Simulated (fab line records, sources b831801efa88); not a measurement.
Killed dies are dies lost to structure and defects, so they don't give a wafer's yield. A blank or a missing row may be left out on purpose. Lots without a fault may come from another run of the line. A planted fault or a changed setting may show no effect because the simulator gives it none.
One fault seen from 2 desks | flow gf180mcu | each desk has only its own numbers; what lay behind them comes last

THE TOOL OWNER'S DESK: pvd_sputter-02
The tool's own readings at GF_MIM_SPUTTER_02 (material AlCu, target thk 450 nm, time 23.9 s): means of the sampled wafers that have a number, for each lot that ran on this tool. A lot is out of limits, marked OUT, if its mean lies more than 4 standard deviations from the usual mean; the brackets give that distance.
Columns: A = throttle_valve_pct at GF_MIM_SPUTTER_02, usual 29.6 %
lot  | first seen here | A
L260 | day 26 21:47    | 29.4
L269 | day 29 14:50    | 29.9
This desk's finding: nothing out of limits on any of the 2 lots.

THE METROLOGY DESK
What the gauges read, lot by lot, whatever tool the lot ran on: means of the sampled wafers that have a number. A lot is out of limits, marked OUT, if its mean lies more than 4 standard deviations from the usual mean; the brackets give that distance.
Columns: A = V4_W_RS at GF_V4_RS_MEAS_24, usual 0.329 ohm/sq; B = V4_W_THK at GF_V4_THK_MEAS_25, usual 346 nm
lot  | first seen here | A     | B
L259 | day 26 13:24    | 0.326 | 345
L260 | day 26 21:10    | 0.332 | 338
L269 | day 29 14:17    | 0.329 | 350
L274 | day 30 23:04    | 0.325 | 347
L275 | day 31 05:54    | 0.327 | 350
This desk's finding: nothing out of limits on any of the 5 lots.

PUT TOGETHER
The tool owner's desk saw nothing out of limits.
The metrology desk saw nothing out of limits.

WHAT THE SIMULATOR HAD PUT IN
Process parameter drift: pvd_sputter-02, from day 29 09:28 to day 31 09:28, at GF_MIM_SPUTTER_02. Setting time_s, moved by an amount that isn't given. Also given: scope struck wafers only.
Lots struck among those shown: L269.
